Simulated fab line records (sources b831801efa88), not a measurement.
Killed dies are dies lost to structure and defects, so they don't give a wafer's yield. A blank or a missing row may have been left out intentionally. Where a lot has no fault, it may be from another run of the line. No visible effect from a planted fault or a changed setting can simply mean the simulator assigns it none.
Which tool is to blame? ; flow sky130 ; 13 lots, 36 wafers sampled, at 5 steps of a route of 708

## WHAT THE GAUGES READ, wafer by wafer
SKY_FIELD_ISO_CD_MEAS_13 targets a cd of 150 nm. Usual: 150.0 nm for cd nm, sd 1.8.
lot;measured;on;cd nm (nm);flag
L336;day 2 05:41;cd sem-02;150.2 150.0 149.0;
L338;day 2 16:50;cd sem-02;148.0 148.0 148.3;
L339;day 2 20:20;cd sem-02;148.9 151.4 149.7;
L340;day 3 04:04;cd sem-01;152.0 152.7 153.0;
L342;day 3 13:39;cd sem-01;148.9 149.2;
L343;day 3 20:24;cd sem-02;148.2 150.0 149.5;
L344;day 4 01:23;cd sem-01;147.7 149.3;
L346;day 4 09:53;cd sem-02;152.6 151.7 153.5;
L353;day 5 22:16;cd sem-01;147.6 148.5 146.4;
L354;day 6 05:35;cd sem-02;149.8 148.8 148.2;
L356;day 6 13:09;cd sem-01;151.7 151.2 151.5;
L357;day 6 18:02;cd sem-01;151.8 149.0 150.4;
L359;day 7 03:34;cd sem-01;148.1 147.6;

SKY_PWDE_TW_MEAS_10. Usual: PWDE_TW typically reads 375.2, with standard deviation 2.8.
lot;measured;on;PWDE_TW;flag
L336;day 4 06:40;film metro-02;377.1 377.3 378.5;
L338;day 4 12:52;film metro-03;369.3 373.0 373.8;
L339;day 4 19:17;film metro-04;376.0 377.6 377.8;
L340;day 4 23:04;film metro-03;371.2 372.0 370.8;
L342;day 5 07:05;film metro-02;375.0 375.7;
L343;day 5 13:04;film metro-03;374.3 374.1 372.7;
L344;day 5 20:49;film metro-04;378.1 377.4;
L346;day 6 03:52;film metro-03;372.1 373.5 371.2;
L353;day 7 19:37;film metro-04;377.8 378.7 376.0;
L354;day 8 07:24;film metro-04;379.7 381.0 381.1;
L356;day 8 16:50;film metro-04;380.9 382.6 380.1;
L357;day 8 20:10;film metro-03;371.6 371.0 370.8;
L359;day 9 05:49;film metro-04;377.6 376.6;

SKY_NWELL_RS_MEAS_29: uses a four-point probe to measure. Usual: NWELL_RS typically reads 625.4 ohm/sq, with standard deviation 1.4.
lot;measured;on;NWELL_RS (ohm/sq);flag
L336;day 5 17:11;film metro-04;622.9 623.9 624.4;
L338;day 6 01:28;film metro-04;625.9 626.8 624.8;
L339;day 6 07:45;film metro-04;625.0 624.9 624.4;
L340;day 6 11:32;film metro-02;624.6 624.6 625.9;
L342;day 6 20:56;film metro-03;626.8 624.6;
L343;day 7 03:41;film metro-04;628.5 627.3 627.9;
L344;day 7 12:31;film metro-04;625.6 626.8;
L346;day 7 19:41;film metro-03;627.5 626.4 626.5;
L353;day 9 16:18;film metro-04;605.6 606.9 605.6 604.7 606.5 605.6;OFF
L354;day 10 05:33;film metro-03;602.5 603.6 603.8 603.1 604.0 604.1;OFF
L356;day 10 14:28;film metro-02;626.3 626.3 626.9;
L357;day 10 18:58;film metro-03;625.5 626.1 625.5;
L359;day 11 06:02;film metro-02;625.7 626.1;

## EACH LOT AND THE TOOL THAT RAN IT (in order: tool; ch and the chambers of the sampled wafers; start)
lot;SKY_FIELD_ISO_CMP_27;SKY_NWELL_IMPLANT_12
L336;cmp-02 ch 0,1, day 2 19:01;implanter-01 ch 0, day 4 23:54
L338;cmp-02 ch 0,1, day 3 00:26;implanter-04 ch 0, day 5 07:02
L339;cmp-01 ch 1,2,3, day 3 06:15;implanter-01 ch 0, day 5 12:14
L340;cmp-01 ch 0,1,3, day 3 10:35;implanter-01 ch 0, day 5 15:59
L342;cmp-01 ch 0,2, day 3 17:38;implanter-04 ch 0, day 6 01:16
L343;cmp-01 ch 0,1,2, day 4 00:41;implanter-03 ch 0, day 6 07:45
L344;cmp-02 ch 0,2, day 4 07:29;implanter-04 ch 0, day 6 16:17
L346;cmp-02 ch 1,2, day 4 13:28;implanter-03 ch 0, day 6 22:57
L353;cmp-02 ch 0,1,3, day 6 01:52;implanter-03 ch 0, day 8 17:14
L354;cmp-01 ch 0,3, day 6 10:55;implanter-03 ch 0, day 9 05:41
L356;cmp-01 ch 0,3, day 6 20:26;implanter-01 ch 0, day 9 15:14
L357;cmp-01 ch 1,2,3, day 7 00:41;implanter-04 ch 0, day 9 18:22
L359;cmp-01 ch 1,3, day 7 07:18;implanter-04 ch 0, day 10 04:53
- SKY_FIELD_ISO_CMP_27: polishes, stops on Si3N4, t overpolish 16 s, target thk 457.8 nm.
- SKY_NWELL_IMPLANT_12

## WHAT THE TOOLS THEMSELVES READ (means of the sampled wafers that have a number; where no wafer has one, the mark that the record gives instead)
SKY_FIELD_ISO_CMP_27. Usual: motor current A 11.5 A, standard deviation 1.7; overpolish run s 16.001 s, standard deviation 0.0094; time to endpoint s 115 s, standard deviation 3.7.
lot;tool;motor current A (A);overpolish run s (s);time to endpoint s (s);flag
L336;cmp-02;14.2;16.004;113;
L338;cmp-02;14.7;16.012;114;
L339;cmp-01;10.1;16.009;118;
L340;cmp-01;11.4;15.989;118;
L342;cmp-01;11.2;15.996;117;
L343;cmp-01;11.6;15.993;116;
L344;cmp-02;12.1;16.002;114;
L346;cmp-02;13.6;15.989;112;
L353;cmp-02;13.1;15.993;119;
L354;cmp-01;12.0;16.009;116;
L356;cmp-01;11.8;15.996;114;
L357;cmp-01;10.2;16.002;118;
L359;cmp-01;10.6;16.002;118;

SKY_NWELL_IMPLANT_12. Usual: dose ions cm2 1.3001e+12, standard deviation 1.4e+09; end station pressure torr 5.05e-06 Torr, standard deviation 2.8e-07; faraday current uA 7.34, standard deviation 0.15.
lot;tool;dose ions cm2;end station pressure torr (Torr);faraday current uA;flag
L336;implanter-01;1.3015e+12;5.01e-06;7.34;
L338;implanter-04;1.2983e+12;5.03e-06;7.31;
L339;implanter-01;1.2977e+12;5.17e-06;7.26;
L340;implanter-01;1.3002e+12;4.86e-06;7.36;
L342;implanter-04;1.2992e+12;5.06e-06;7.30;
L343;implanter-03;1.3009e+12;5.12e-06;7.56;
L344;implanter-04;1.3004e+12;4.84e-06;7.09;
L346;implanter-03;1.2998e+12;5.27e-06;7.20;
L353;implanter-03;2.1936e+12;5.44e-06;12.37;OFF
L354;implanter-03;2.1940e+12;5.03e-06;12.05;OFF
L356;implanter-01;1.3006e+12;5.06e-06;7.32;
L357;implanter-04;1.3011e+12;4.99e-06;7.28;
L359;implanter-04;1.3006e+12;5.28e-06;7.50;

## THE ANSWER, worked out from the rows above alone
Rule: take the mean of a lot's wafers that have a number; if it is more than 3 standard deviations from the usual mean, the lot is off. A lot without any number at a reading at which 4 lots or more have one is off too. The other lots that the step has rows for count as sound. First the gauges in route order, then the tools' own readings, where a lot's mean is used as printed above. The first step at which some lot is off is used, and at that step the reading that is off furthest; a lot without a number counts as furthest.
Off: L353, L354, at SKY_NWELL_RS_MEAS_29 (NWELL_RS).
A tool fits if, at a process step before that reading, it ran every lot that is off, and no sound lot after the first of them. Not tried: the gauges at SKY_NWELL_RS_MEAS_29; whatever is off there is also off at SKY_NWELL_IMPLANT_12, on other tools, and gauge error can't account for it. One fits: SKY_NWELL_IMPLANT_12 on implanter-03. Its last sound lot is L346 (day 6 22:57), its first lot that is off L353 (day 8 17:14): a fault that began between those two fits.
The tool's own readings at SKY_NWELL_IMPLANT_12 bear it out: on the lots that are off they differ by more than 5 times the standard deviation of the sound lots' means. dose ions cm2 reads 2.1938e+12 there against 1.3000e+12 on the sound lots; faraday current uA reads 12.21 there against 7.32 on the sound lots.

## WHAT THE SIMULATOR PUT IN
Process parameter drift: implanter-03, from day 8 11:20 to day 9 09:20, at SKY_NWELL_IMPLANT_12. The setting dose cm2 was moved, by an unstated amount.
Lots struck among those shown: L353, L354. The rule above reached the same finding.
